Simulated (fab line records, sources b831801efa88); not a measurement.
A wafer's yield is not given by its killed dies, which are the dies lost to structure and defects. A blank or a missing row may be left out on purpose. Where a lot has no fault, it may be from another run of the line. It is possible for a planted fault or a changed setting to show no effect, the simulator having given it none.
fab line records -- flow sky130
[record] lots = 12, wafers = 36, last-day = 51
route steps=708 shown FIELD_ISO@1 DNWELL@43 PWDE@54 PAD_OPEN@708
lots untouched by any fault: they come from a run of this same line in which no faults occurred
start-h: hours from the record's first day to the start of the lot's first wafer shown -- wait-h: hours from the lot's prior step to this one -- " same as the row above -- L1.1+2: a single row standing in for several wafers -- - no value, or no start given -- * or withheld: withheld -- < > ~ a bound
route shown NAME@n: names a module that has steps shown in the file, with the first one's number in the route -- usual: mean and standard deviation over wafers with no fault -- same: alike in all rows -- chamber/n: place in a boat -- sites: per-site readings -- _std_site: their standard deviation -- _edge_site: the outer-site mean with the inner-site mean subtracted -- radius-mm: for every site, how far away it sits from the centre of the wafer -- mask NAME#n: copy n -- behind: the last tool/chamber to shape the wafer -- hold: the reason the lot was held/the length of the hold in hours/how it ended -- device: names the non-switching transistor (n, p or np) -- end of line: tests run on the same wafers once the route is complete -- for a step that has no rows: nothing shown but its recipe -- killed: at the first sort, the dies lost to defects and structure; wafer yield is something else -- map: shows each die of a wafer: x if killed, . if not, _ if none is there
set.NAME: the run value of the setting; set.NAME@STEP: its run value at that earlier step -- model.NAME: the simulator's own value behind a step, which no gauge read
route steps across a sampled set of lots; one table per step, one row per wafer
services: when a tool's chamber went out of use (start-h, in hours from the record's first day, below 0 if earlier), for how many hours, and the reason
[[steps]]
[step SKY_FIELD_ISO_BOW_MEAS_00]
[recipe] mode = bow
[usual] INCOMING_BOW = 0/6.9
lot.wafer,tool,chamber,start-h,wait-h,INCOMING_BOW[um]
L672.2,film-metro-01,-,10.02,-,1
L672.3,film-metro-01,-,10.02,-,0
L672.4,film-metro-01,-,10.02,-,4
L674.3,film-metro-01,-,20.04,-,2
L674.4,film-metro-01,-,20.04,-,8
L674.5,film-metro-01,-,20.04,-,-10
L675.2,film-metro-01,-,25.02,-,-13
L675.3,film-metro-01,-,25.02,-,0
L675.6,film-metro-01,-,25.02,-,7
L676.3,film-metro-02,-,30.04,-,8
L676.4,film-metro-02,-,30.04,-,-2
L676.5,film-metro-02,-,30.04,-,1
L677.1,film-metro-02,-,35.00,-,-2
L677.2,film-metro-02,-,35.00,-,11
L677.4,film-metro-02,-,35.00,-,-3
L681.1,film-metro-04,-,55.00,-,9
L681.2,film-metro-04,-,55.00,-,-1
L681.5,film-metro-04,-,55.00,-,-5
L682.2,film-metro-02,-,60.02,-,0
L682.5,film-metro-02,-,60.02,-,9
L682.6,film-metro-02,-,60.02,-,-1
L683.1,film-metro-04,-,65.00,-,-4
L683.4,film-metro-04,-,65.00,-,6
L683.6,film-metro-04,-,65.00,-,-7
L684.1,film-metro-04,-,70.00,-,1
L684.2,film-metro-04,-,70.00,-,0
L684.5,film-metro-04,-,70.00,-,13
L690.3,film-metro-02,-,100.04,-,-1
L690.5,film-metro-02,-,100.04,-,12
L690.6,film-metro-02,-,100.04,-,-6
L694.1,film-metro-02,-,120.00,-,-6
L694.3,film-metro-02,-,120.00,-,-3
L694.5,film-metro-02,-,120.00,-,5
L695.2,film-metro-01,-,125.02,-,-8
L695.4,film-metro-01,-,125.02,-,12
L695.6,film-metro-01,-,125.02,-,-5
[step SKY_FIELD_ISO_ETCH_17]
[recipe] target-depth-a = 3420, mask-material = Si3N4, chemistry = HBr/Cl2/O2, target = Si, taper-deg = 5, icp-w = 600, bias-w = 150, pressure-mtorr = 15, HBr_flow_sccm = 150, Cl2_flow_sccm = 40, O2_flow_sccm = 6, time-s = 97.7
[usual] drypump-motor-current-A = 5.7/0.54, oes-product-au = 1.005/0.013, rf-fwd-power-W = 596.7/2.6, run-length-s = 126.1/0.53, throttle-valve-pct = 25.653/0.012
lot.wafer,tool,chamber,start-h,wait-h,drypump-motor-current-A,oes-product-au,rf-fwd-power-W,rf-hours-counter-h,run-length-s,throttle-valve-pct
L672.2,rie-si-01,2,31.21,0.1,6.2,1.034,600.9,76,125.6,25.636
L672.3,rie-si-01,3,31.21,0.1,6.6,1.007,599.2,138,126.4,25.637
L672.4,rie-si-01,0,31.21,0.1,5.3,1.020,598.8,3,125.8,25.638
L674.3,rie-si-02,2,40.43,0.0,6.0,0.995,593.2,2,125.9,25.661
L674.4,rie-si-02,3,40.43,0.0,5.9,0.999,593.7,103,126.0,25.660
L674.5,rie-si-02,3,40.43,0.0,5.8,1.000,596.0,-,125.7,25.640
L675.2,rie-si-01,0,45.86,0.1,5.3,0.997,593.0,3,125.7,25.653
L675.3,rie-si-01,3,45.86,0.1,6.7,1.008,605.2,138,126.7,25.648
L675.6,rie-si-01,2,45.86,0.1,6.2,1.021,596.5,-,125.4,25.639
L676.3,rie-si-01,3,50.08,0.0,6.6,1.008,600.4,138,126.6,25.638
L676.4,rie-si-01,0,50.08,0.0,5.3,1.027,596.3,3,126.3,25.622
L676.5,rie-si-01,1,50.08,0.0,5.3,0.992,596.0,-,126.7,25.653
L677.1,rie-si-01,0,56.51,0.1,5.3,1.002,598.7,3,125.9,25.680
L677.2,rie-si-01,1,56.51,0.1,5.3,0.985,594.0,18,126.4,25.645
L677.4,rie-si-01,3,56.51,0.1,6.6,0.995,602.1,138,126.7,25.663
L681.1,rie-si-01,1,76.43,0.1,5.3,0.980,598.7,18,126.3,25.647
L681.2,rie-si-01,3,76.43,0.1,6.6,1.010,597.3,138,126.7,25.639
L681.5,rie-si-01,3,76.43,0.1,6.6,1.010,-,-,113.3,25.667
L682.2,rie-si-01,3,81.93,0.1,6.6,1.006,599.5,139,126.6,25.647
L682.5,rie-si-01,3,81.93,0.1,6.6,1.015,-,-,113.6,25.632
L682.6,rie-si-01,0,81.93,0.1,5.3,1.017,598.2,-,126.2,25.660
L683.1,rie-si-01,1,88.68,0.1,5.3,0.980,599.3,18,126.3,25.667
L683.4,rie-si-01,3,88.68,0.1,6.6,1.000,-,139,113.7,25.663
L683.6,rie-si-01,1,88.68,0.1,5.3,0.996,599.6,-,126.9,25.662
L684.1,rie-si-01,2,91.78,0.1,6.3,1.030,597.0,76,125.7,25.643
L684.2,rie-si-01,3,91.78,0.1,6.6,1.012,598.2,139,126.7,25.656
L684.5,rie-si-01,2,91.78,0.1,6.3,1.025,-,-,112.5,25.648
L690.3,rie-si-02,3,123.38,0.0,5.9,1.008,594.8,104,125.7,25.642
L690.5,rie-si-02,3,123.38,0.0,5.9,1.007,594.3,-,125.8,25.653
L690.6,rie-si-02,0,123.38,0.0,5.2,1.003,598.4,-,126.9,25.660
L694.1,rie-si-02,3,147.12,0.1,5.9,0.997,596.5,104,125.8,25.660
L694.3,rie-si-02,2,147.12,0.1,6.0,1.005,593.9,2,126.4,25.654
L694.5,rie-si-02,0,147.12,0.1,5.3,0.993,597.4,-,126.9,25.666
L695.2,rie-si-02,2,153.86,0.1,6.0,0.996,592.4,2,126.4,25.643
L695.4,rie-si-02,1,153.86,0.1,5.0,1.015,596.9,121,125.8,25.637
L695.6,rie-si-02,2,153.86,0.1,6.0,0.999,590.9,-,126.3,25.662
[step SKY_DNWELL_STRIP_08]
[recipe] chemistry = O2/N2, power-w = 1400, pressure-mtorr = 1500, platen-temp-c = withheld, o2-flow-sccm = 3000, n2-flow-sccm = 300, overash-fraction = 0.5
[usual] drypump-motor-current-A = 5.75/0.29, oes-product-au = 0.722/0.0043, strip-time-to-endpoint-s = 36.92/0.11
lot.wafer,tool,chamber,start-h,wait-h,drypump-motor-current-A,oes-product-au,rf-hours-counter-h,strip-time-to-endpoint-s
L672.2,plasma-asher-02,0,57.21,0.1,6.07,0.722,25,36.89
L672.3,plasma-asher-02,0,57.21,0.1,6.07,0.731,-,36.89
L672.4,plasma-asher-02,1,57.21,0.1,5.61,0.717,-,36.97
L674.3,plasma-asher-04,0,67.67,0.1,5.15,0.724,-,37.02
L674.4,plasma-asher-04,1,67.67,0.1,5.86,0.709,-,36.98
L674.5,plasma-asher-04,0,67.67,0.1,5.19,0.723,-,37.02
L675.2,plasma-asher-01,1,73.24,0.1,5.79,0.727,37,37.06
L675.3,plasma-asher-01,1,73.24,0.1,5.79,0.718,-,37.03
L675.6,plasma-asher-01,1,73.24,0.1,5.76,0.726,-,36.96
L676.3,plasma-asher-02,1,77.50,0.1,5.62,0.727,-,37.03
L676.4,plasma-asher-02,0,77.50,0.1,6.12,0.717,-,37.00
L676.5,plasma-asher-02,0,77.50,0.1,6.10,0.719,-,36.96
L677.1,plasma-asher-04,0,82.64,0.1,5.18,0.714,38,36.99
L677.2,plasma-asher-04,1,82.64,0.1,5.85,0.719,38,36.87
L677.4,plasma-asher-04,0,82.64,0.1,5.15,0.725,-,36.82
L681.1,plasma-asher-02,1,100.87,0.1,5.60,0.718,29,36.99
L681.2,plasma-asher-02,0,100.87,0.1,6.05,0.725,29,37.00
L681.5,plasma-asher-02,1,100.87,0.1,5.62,0.722,-,37.05
L682.2,plasma-asher-01,1,105.61,0.1,5.79,0.721,40,36.86
L682.5,plasma-asher-01,0,105.61,0.1,5.99,0.721,-,36.81
L682.6,plasma-asher-01,1,105.61,0.1,5.80,0.726,-,36.89
L683.1,plasma-asher-02,1,116.32,0.1,5.60,0.715,31,36.93
L683.4,plasma-asher-02,0,116.32,0.1,6.07,0.726,-,36.93
L683.6,plasma-asher-02,1,116.32,0.1,5.61,0.726,-,37.07
L684.1,plasma-asher-04,1,117.69,0.1,5.84,0.721,41,36.82
L684.2,plasma-asher-04,0,117.69,0.1,5.17,0.724,41,36.82
L684.5,plasma-asher-04,0,117.69,0.1,5.18,0.719,-,36.90
L690.3,plasma-asher-04,1,152.57,0.1,5.91,0.726,-,37.02
L690.5,plasma-asher-04,1,152.57,0.1,5.88,0.722,-,37.17
L690.6,plasma-asher-04,0,152.57,0.1,5.12,0.722,-,37.03
L694.1,plasma-asher-04,1,173.89,0.1,5.86,0.720,46,36.84
L694.3,plasma-asher-04,0,173.89,0.1,5.20,0.724,-,36.92
L694.5,plasma-asher-04,0,173.89,0.1,5.21,0.719,-,36.91
L695.2,plasma-asher-02,1,180.74,0.1,5.61,0.712,37,36.82
L695.4,plasma-asher-02,0,180.74,0.1,5.96,0.725,-,36.89
L695.6,plasma-asher-02,0,180.74,0.1,6.07,0.721,-,36.84
[step SKY_PWDE_STRIP_09]
[recipe] chemistry = O2/N2, power-w = 1400, pressure-mtorr = 1500, platen-temp-c = withheld, o2-flow-sccm = 3000, n2-flow-sccm = 300, overash-fraction = 0.5
[usual] drypump-motor-current-A = 5.73/0.25, oes-product-au = 0.723/0.0044, strip-time-to-endpoint-s = 36.97/0.1
lot.wafer,tool,chamber,start-h,wait-h,drypump-motor-current-A,oes-product-au,rf-hours-counter-h,strip-time-to-endpoint-s
L672.2,plasma-asher-01,0,73.91,0.1,5.99,0.724,37,36.95
L672.3,plasma-asher-01,1,73.91,0.1,5.79,0.722,-,36.94
L672.4,plasma-asher-01,0,73.91,0.1,5.98,0.728,-,36.87
L674.3,plasma-asher-01,1,85.23,0.1,5.81,0.720,-,37.03
L674.4,plasma-asher-01,0,85.23,0.1,5.98,0.722,-,36.92
L674.5,plasma-asher-01,1,85.23,0.1,5.82,0.727,-,37.08
L675.2,plasma-asher-02,1,90.41,0.1,5.62,0.733,28,37.12
L675.3,plasma-asher-02,0,90.41,0.1,6.07,0.723,-,37.17
L675.6,plasma-asher-02,0,90.41,0.1,6.09,0.727,-,37.05
L676.3,plasma-asher-03,0,94.43,0.1,5.31,0.725,-,36.99
L676.4,plasma-asher-03,1,94.43,0.1,5.62,0.728,-,36.93
L676.5,plasma-asher-03,0,94.43,0.1,5.32,0.725,-,36.81
L677.1,plasma-asher-02,1,99.90,0.1,5.61,0.724,29,37.05
L677.2,plasma-asher-02,0,99.90,0.1,6.11,0.731,29,37.18
L677.4,plasma-asher-02,0,99.90,0.1,6.13,0.722,-,37.07
L681.1,plasma-asher-03,1,118.95,0.1,5.60,0.717,0,37.00
L681.2,plasma-asher-03,0,118.95,0.1,5.32,0.720,0,36.96
L681.5,plasma-asher-03,1,118.95,0.1,5.60,0.722,-,37.06
L682.2,plasma-asher-03,1,124.41,0.1,5.58,0.723,1,36.80
L682.5,plasma-asher-03,0,124.41,0.1,5.32,0.728,-,36.82
L682.6,plasma-asher-03,1,124.41,0.1,5.58,0.721,-,36.89
L683.1,plasma-asher-02,0,134.40,0.1,6.02,0.723,33,36.82
L683.4,plasma-asher-02,0,134.40,0.1,6.08,0.724,-,36.87
L683.6,plasma-asher-02,1,134.40,0.1,5.61,0.721,-,36.89
L684.1,plasma-asher-01,1,136.55,0.1,5.78,0.721,43,37.10
L684.2,plasma-asher-01,0,136.55,0.1,5.98,0.723,43,37.17
L684.5,plasma-asher-01,1,136.55,0.1,5.79,0.712,-,37.02
L690.3,plasma-asher-02,1,173.54,0.1,5.61,0.709,-,36.91
L690.5,plasma-asher-02,0,173.54,0.1,6.05,0.721,-,36.93
L690.6,plasma-asher-02,1,173.54,0.1,5.61,0.724,-,36.90
L694.1,plasma-asher-01,1,196.00,0.1,5.81,0.724,49,37.16
L694.3,plasma-asher-01,0,196.00,0.1,5.98,0.724,-,37.13
L694.5,plasma-asher-01,0,196.00,0.1,5.99,0.731,-,37.00
L695.2,plasma-asher-02,0,203.51,0.1,6.07,0.716,39,36.95
L695.4,plasma-asher-02,0,203.51,0.1,6.02,0.727,-,36.92
L695.6,plasma-asher-02,0,203.51,0.1,6.11,0.721,-,36.90
[step SKY_PAD_OPEN_PROBE_99]
[usual] killed_at_M0_to_M3 = 43/7.3, killed_at_M4_up = 3.2/1.9, killed-at-contacts = 24/5.5, killed-at-front-end = 15/4.7, killed-at-other = 0.5/0.75, killed-dies = 85/9.5, killed-open = 46/7, killed-short = 38/7.4
[same] gross-dies = 492, killed-at-back-side = 0
lot.wafer,tool,chamber,start-h,wait-h,killed_at_M0_to_M3,killed_at_M4_up,killed-at-contacts,killed-at-front-end,killed-at-other,killed-dies,killed-open,killed-short
L672.2,prober-01,-,1098.88,0.1,36,4,32,25,0,97,42,55
L672.3,prober-01,-,1098.93,0.2,38,4,21,20,0,83,38,45
L672.4,prober-01,-,1098.98,0.2,44,2,22,18,0,86,54,32
L674.3,prober-01,-,1111.44,0.2,38,4,26,15,0,83,44,39
L674.4,prober-01,-,1111.49,0.2,36,1,27,11,0,75,51,23
L674.5,prober-01,-,1111.54,0.2,38,4,18,12,0,72,47,24
L675.2,prober-02,-,1117.18,0.1,34,3,33,14,0,84,49,35
L675.3,prober-02,-,1117.23,0.2,46,4,18,18,1,87,45,42
L675.6,prober-02,-,1117.38,0.2,52,2,21,4,3,82,47,35
L676.3,prober-01,-,1127.88,0.2,42,6,20,7,0,75,37,38
L676.4,prober-01,-,1127.93,0.2,38,1,25,13,2,79,38,41
L676.5,prober-01,-,1127.98,0.2,38,5,18,15,0,76,38,38
L677.1,prober-02,-,1128.44,0.1,44,2,14,20,0,80,44,36
L677.2,prober-02,-,1128.49,0.1,41,5,20,20,0,86,47,38
L677.4,prober-02,-,1128.59,0.2,50,1,19,9,0,79,45,34
L681.1,prober-02,-,1152.43,0.1,46,3,30,11,1,91,49,41
L681.2,prober-02,-,1152.48,0.1,45,2,27,15,0,89,46,41
L681.5,prober-02,-,1152.63,0.2,42,4,17,26,2,91,49,39
L682.2,prober-01,-,1156.29,0.1,41,1,35,17,0,94,48,45
L682.5,prober-01,-,1156.44,0.2,26,4,20,11,1,62,39,23
L682.6,prober-01,-,1156.49,0.2,45,5,20,20,2,92,44,48
L683.1,prober-02,-,1163.84,0.1,40,3,35,12,0,90,49,41
L683.4,prober-02,-,1163.99,0.2,45,3,37,11,1,97,51,46
L683.6,prober-02,-,1164.09,0.2,50,5,24,14,1,94,55,38
L684.1,prober-01,-,1166.74,0.1,40,5,12,14,0,71,38,33
L684.2,prober-01,-,1166.79,0.1,33,3,33,11,0,80,43,37
L684.5,prober-01,-,1166.94,0.2,48,7,21,10,1,87,59,27
L690.3,prober-02,-,1198.98,0.2,47,2,25,9,0,83,43,40
L690.5,prober-02,-,1199.08,0.2,41,1,30,15,2,89,48,40
L690.6,prober-02,-,1199.13,0.2,43,4,32,12,0,91,54,37
L694.1,prober-02,-,1213.34,0.1,47,3,18,17,0,85,44,41
L694.3,prober-02,-,1213.44,0.2,40,7,16,13,0,76,32,44
L694.5,prober-02,-,1213.54,0.2,38,3,20,7,1,69,31,37
L695.2,prober-02,-,1217.93,0.1,43,5,30,19,2,99,50,48
L695.4,prober-02,-,1218.03,0.2,52,6,27,13,3,101,66,34
L695.6,prober-02,-,1218.13,0.2,32,7,26,16,0,81,48,33
// killed by level:class
L672.2 CONTACT:geometric-particle:open=10 LOCAL_INTERCONNECT:geometric-particle:short=8 SPACER:geometric-particle:short=6 FIELD_ISO:geometric-particle:short=6 CONTACT:geometric-particle:short=6 LI_CONTACT:geometric-particle:open=6 VIA2:geometric-particle:open=5 VIA1:geometric-particle:short=5
L672.3 METAL2:geometric-particle:short=9 VIA2:geometric-particle:open=8 CONTACT:geometric-particle:open=7 METAL1:geometric-particle:short=6 VIA1:geometric-particle:open=6 CONTACT:geometric-particle:short=5 METAL4:geometric-particle:short=4 FIELD_ISO:geometric-particle:open=4
L672.4 VIA2:geometric-particle:open=10 VIA3:geometric-particle:open=8 FIELD_ISO:geometric-particle:open=7 VIA1:geometric-particle:open=7 CONTACT:geometric-particle:short=6 CONTACT:geometric-particle:open=6 METAL2:geometric-particle:short=6 LI_CONTACT:geometric-particle:open=5
L674.3 CONTACT:geometric-particle:open=13 METAL2:geometric-particle:short=7 VIA1:geometric-particle:open=5 VIA2:geometric-particle:short=5 FIELD_ISO:geometric-particle:open=4 LI_CONTACT:geometric-particle:short=4 VIA2:geometric-particle:open=4 VIA3:geometric-particle:short=4
L674.4 CONTACT:geometric-particle:open=10 LI_CONTACT:geometric-particle:open=9 VIA1:geometric-particle:open=7 VIA2:geometric-particle:open=7 VIA3:geometric-particle:open=6 LOCAL_INTERCONNECT:geometric-particle:short=5 FIELD_ISO:geometric-particle:open=4 METAL2:geometric-particle:short=4
L674.5 VIA2:geometric-particle:open=11 VIA1:geometric-particle:open=10 CONTACT:geometric-particle:open=8 VIA3:geometric-particle:open=6 METAL2:geometric-particle:short=4 LI_CONTACT:geometric-particle:open=3 LOCAL_INTERCONNECT:geometric-particle:short=3 FIELD_ISO:geometric-particle:open=2
L675.2 LI_CONTACT:geometric-particle:open=12 VIA1:geometric-particle:open=9 LOCAL_INTERCONNECT:geometric-particle:short=8 VIA3:geometric-particle:open=7 CONTACT:geometric-particle:open=6 METAL2:geometric-particle:short=5 VIA2:geometric-particle:open=5 POLY_GATE:geometric-particle:short=4
L675.3 VIA1:geometric-particle:open=13 METAL2:geometric-particle:short=9 METAL1:geometric-particle:short=8 POLY_GATE:geometric-particle:open=6 CONTACT:geometric-particle:open=6 VIA3:geometric-particle:open=5 CONTACT:geometric-particle:short=4 FIELD_ISO:geometric-particle:short=3
L675.6 VIA1:geometric-particle:open=12 CONTACT:geometric-particle:open=9 VIA2:geometric-particle:open=9 VIA3:geometric-particle:open=6 VIA1:geometric-particle:short=5 METAL2:geometric-particle:short=5 VIA3:geometric-particle:short=5 LI_CONTACT:geometric-particle:short=4
L676.3 VIA1:geometric-particle:open=8 LI_CONTACT:geometric-particle:open=7 CONTACT:geometric-particle:open=6 VIA3:geometric-particle:open=6 VIA3:geometric-particle:short=6 METAL2:geometric-particle:short=4 VIA1:geometric-particle:short=4 VIA2:geometric-particle:open=4
L676.4 CONTACT:geometric-particle:open=10 METAL1:geometric-particle:short=7 VIA1:geometric-particle:open=7 LOCAL_INTERCONNECT:geometric-particle:short=5 METAL2:geometric-particle:short=4 CONTACT:geometric-particle:short=4 VIA3:geometric-particle:open=4 VIA3:geometric-particle:short=4
L676.5 VIA1:geometric-particle:open=8 CONTACT:geometric-particle:open=7 VIA1:geometric-particle:short=6 CONTACT:geometric-particle:short=5 VIA2:geometric-particle:open=5 METAL4:geometric-particle:short=5 POLY_GATE:geometric-particle:open=4 METAL1:geometric-particle:short=4
L677.1 VIA2:geometric-particle:open=7 VIA1:geometric-particle:short=7 POLY_GATE:geometric-particle:open=6 VIA3:geometric-particle:open=6 METAL2:geometric-particle:short=6 VIA1:geometric-particle:open=6 POLY_GATE:geometric-particle:short=5 CONTACT:geometric-particle:open=5
L677.2 VIA1:geometric-particle:open=10 CONTACT:geometric-particle:open=6 LOCAL_INTERCONNECT:geometric-particle:short=6 VIA3:geometric-particle:open=6 FIELD_ISO:geometric-particle:short=5 POLY_GATE:geometric-particle:open=5 POLY_GATE:geometric-particle:short=5 METAL4:geometric-particle:short=5
L677.4 VIA1:geometric-particle:open=12 CONTACT:geometric-particle:open=11 VIA2:geometric-particle:open=9 VIA1:geometric-particle:short=6 VIA3:geometric-particle:open=6 METAL2:geometric-particle:short=5 VIA3:geometric-particle:short=5 CONTACT:geometric-particle:short=4
L681.1 VIA1:geometric-particle:open=13 CONTACT:geometric-particle:open=9 METAL1:geometric-particle:short=9 LI_CONTACT:geometric-particle:open=8 CONTACT:geometric-particle:short=8 VIA1:geometric-particle:short=5 VIA3:geometric-particle:open=4 METAL4:geometric-particle:short=3
L681.2 VIA1:geometric-particle:open=11 CONTACT:geometric-particle:open=7 LOCAL_INTERCONNECT:geometric-particle:short=6 METAL1:geometric-particle:short=6 VIA3:geometric-particle:open=6 CONTACT:geometric-particle:short=5 VIA2:geometric-particle:open=5 LI_CONTACT:geometric-particle:open=4
L681.5 VIA1:geometric-particle:open=17 CONTACT:geometric-particle:open=9 METAL2:geometric-particle:short=8 FIELD_ISO:geometric-particle:open=5 FIELD_ISO:geometric-particle:short=4 POLY_GATE:geometric-particle:open=4 METAL1:geometric-particle:short=4 POLY_GATE:geometric-particle:short=3
L682.2 VIA1:geometric-particle:open=13 LI_CONTACT:geometric-particle:open=10 CONTACT:geometric-particle:short=8 LI_CONTACT:geometric-particle:short=5 LOCAL_INTERCONNECT:geometric-particle:short=5 CONTACT:geometric-particle:open=5 METAL1:geometric-particle:short=5 VIA1:geometric-particle:short=4
L682.5 VIA3:geometric-particle:open=11 CONTACT:geometric-particle:open=6 LI_CONTACT:geometric-particle:short=6 VIA1:geometric-particle:open=6 VIA2:geometric-particle:open=5 CONTACT:geometric-particle:short=4 FIELD_ISO:geometric-particle:short=3 POLY_GATE:geometric-particle:short=3
L682.6 METAL1:geometric-particle:short=8 VIA3:geometric-particle:open=7 VIA1:geometric-particle:open=7 LI_CONTACT:geometric-particle:open=6 FIELD_ISO:geometric-particle:short=5 CONTACT:geometric-particle:open=5 POLY_GATE:geometric-particle:open=4 POLY_GATE:geometric-particle:short=4
L683.1 CONTACT:geometric-particle:open=13 VIA2:geometric-particle:open=7 VIA1:geometric-particle:open=7 LI_CONTACT:geometric-particle:open=6 METAL1:geometric-particle:short=6 CONTACT:geometric-particle:short=6 METAL3:geometric-particle:short=5 LOCAL_INTERCONNECT:geometric-particle:short=4
L683.4 CONTACT:geometric-particle:open=14 CONTACT:geometric-particle:short=8 METAL2:geometric-particle:short=8 VIA1:geometric-particle:open=7 METAL1:geometric-particle:short=7 VIA3:geometric-particle:open=7 LI_CONTACT:geometric-particle:open=6 FIELD_ISO:geometric-particle:short=5
L683.6 CONTACT:geometric-particle:open=12 VIA1:geometric-particle:open=12 VIA2:geometric-particle:open=7 VIA3:geometric-particle:open=7 METAL1:geometric-particle:short=6 LOCAL_INTERCONNECT:geometric-particle:short=5 VIA1:geometric-particle:short=5 LI_CONTACT:geometric-particle:open=4
L684.1 VIA1:geometric-particle:open=12 CONTACT:geometric-particle:open=6 VIA2:geometric-particle:open=6 POLY_CUT:geometric-particle:short=5 LOCAL_INTERCONNECT:geometric-particle:short=4 VIA1:geometric-particle:short=4 FIELD_ISO:geometric-particle:open=3 POLY_GATE:geometric-particle:short=3
L684.2 CONTACT:geometric-particle:open=11 LI_CONTACT:geometric-particle:open=8 VIA2:geometric-particle:open=7 CONTACT:geometric-particle:short=6 POLY_GATE:geometric-particle:short=5 VIA1:geometric-particle:open=5 VIA3:geometric-particle:open=5 FIELD_ISO:geometric-particle:open=4
L684.5 VIA1:geometric-particle:open=15 VIA3:geometric-particle:open=11 LI_CONTACT:geometric-particle:open=8 CONTACT:geometric-particle:open=8 VIA2:geometric-particle:open=7 METAL4:geometric-particle:short=6 FIELD_ISO:geometric-particle:short=4 FIELD_ISO:geometric-particle:open=4
L690.3 CONTACT:geometric-particle:open=10 VIA1:geometric-particle:open=9 VIA2:geometric-particle:open=9 CONTACT:geometric-particle:short=8 METAL1:geometric-particle:short=6 VIA1:geometric-particle:short=6 METAL2:geometric-particle:short=5 FIELD_ISO:geometric-particle:open=3
L690.5 CONTACT:geometric-particle:open=14 VIA1:geometric-particle:open=10 LOCAL_INTERCONNECT:geometric-particle:short=7 METAL3:geometric-particle:short=6 LI_CONTACT:geometric-particle:open=5 METAL2:geometric-particle:short=5 VIA2:geometric-particle:open=5 FIELD_ISO:geometric-particle:open=4
L690.6 VIA2:geometric-particle:open=11 CONTACT:geometric-particle:open=10 VIA1:geometric-particle:open=10 LI_CONTACT:geometric-particle:open=9 LOCAL_INTERCONNECT:geometric-particle:short=6 VIA3:geometric-particle:open=5 FIELD_ISO:geometric-particle:short=4 POLY_GATE:geometric-particle:open=4
L694.1 VIA1:geometric-particle:open=13 VIA1:geometric-particle:short=8 METAL2:geometric-particle:short=8 POLY_GATE:geometric-particle:short=6 LI_CONTACT:geometric-particle:open=5 CONTACT:geometric-particle:open=5 VIA2:geometric-particle:open=5 VIA3:geometric-particle:open=5
L694.3 VIA1:geometric-particle:open=8 METAL2:geometric-particle:short=6 LI_CONTACT:geometric-particle:open=6 METAL4:geometric-particle:short=6 FIELD_ISO:geometric-particle:short=5 METAL3:geometric-particle:short=5 POLY_GATE:geometric-particle:open=4 CONTACT:geometric-particle:open=4
L694.5 VIA1:geometric-particle:open=9 METAL2:geometric-particle:short=6 CONTACT:geometric-particle:open=5 LI_CONTACT:geometric-particle:open=5 CONTACT:geometric-particle:short=5 VIA1:geometric-particle:short=5 VIA2:geometric-particle:short=5 VIA2:geometric-particle:open=4
L695.2 VIA1:geometric-particle:open=12 CONTACT:geometric-particle:open=10 METAL2:geometric-particle:short=9 LI_CONTACT:geometric-particle:open=7 FIELD_ISO:geometric-particle:short=6 CONTACT:geometric-particle:short=6 POLY_GATE:geometric-particle:open=5 VIA1:geometric-particle:short=5
L695.4 VIA1:geometric-particle:open=11 VIA2:geometric-particle:open=11 LI_CONTACT:geometric-particle:open=9 CONTACT:geometric-particle:open=9 FIELD_ISO:geometric-particle:open=6 POLY_GATE:geometric-particle:open=5 CONTACT:geometric-particle:short=5 VIA1:geometric-particle:short=5
L695.6 VIA1:geometric-particle:open=13 CONTACT:geometric-particle:open=12 FIELD_ISO:geometric-particle:open=6 LI_CONTACT:geometric-particle:open=6 FIELD_ISO:geometric-particle:short=4 VIA2:geometric-particle:open=4 POLY_GATE:geometric-particle:short=3 LI_CONTACT:geometric-particle:short=3
[[services]]
tool,chamber,start-h,hours,kind
plasma-asher-04,-,106.58,6.5,repair
plasma-asher-03,-,108.75,9.0,pm
plasma-asher-03,0,108.75,9.0,vent-cycle
plasma-asher-03,1,108.75,9.0,vent-cycle
plasma-asher-01,-,112.47,1.7,repair
plasma-asher-04,-,113.67,3.4,repair
plasma-asher-03,0,117.75,-,clean
plasma-asher-03,1,117.75,-,clean
rie-si-01,3,128.91,-,clean
rie-si-01,3,128.91,30.3,scheduled-down
rie-si-01,3,128.91,30.3,vent-cycle
rie-si-01,1,149.28,3.0,repair
rie-si-02,-,189.32,14.6,pm
rie-si-01,-,201.78,0.9,repair
[[key]]
[first-sign] step = SKY_FIELD_ISO_ETCH_17, reading = run-length-s, direction = down, sigmas = 24, usual = *, struck = *
effect none on later readings
met-at SKY_FIELD_ISO_ETCH_17
struck-lots L681,L682,L683,L684
struck-wafers L681.5,L682.5,L683.4,L684.5
tester-left-out L681,L682,L683,L684
not-acting-at SKY_FIELD_ISO_BOW_MEAS_00,SKY_DNWELL_STRIP_08,SKY_PWDE_STRIP_09
onset-between 56.51 76.43
[fault] kind = process-parameter-drift, tool = rie-si-01, chamber = -, onset-h = 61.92, steps = SKY_FIELD_ISO_ETCH_17, channel = time-s, offset = *, shape = step, end-h = 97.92, scope = struck-wafers-only, acts-in = *, stated = *
// tester-left-out: of these lots the tester's yield and bins aren't shown, on N5 and GAA mostly nor the transistor test; their killed dies are dies lost to structure and defects alone, not to doping, threshold or leakage, so they don't give the yield
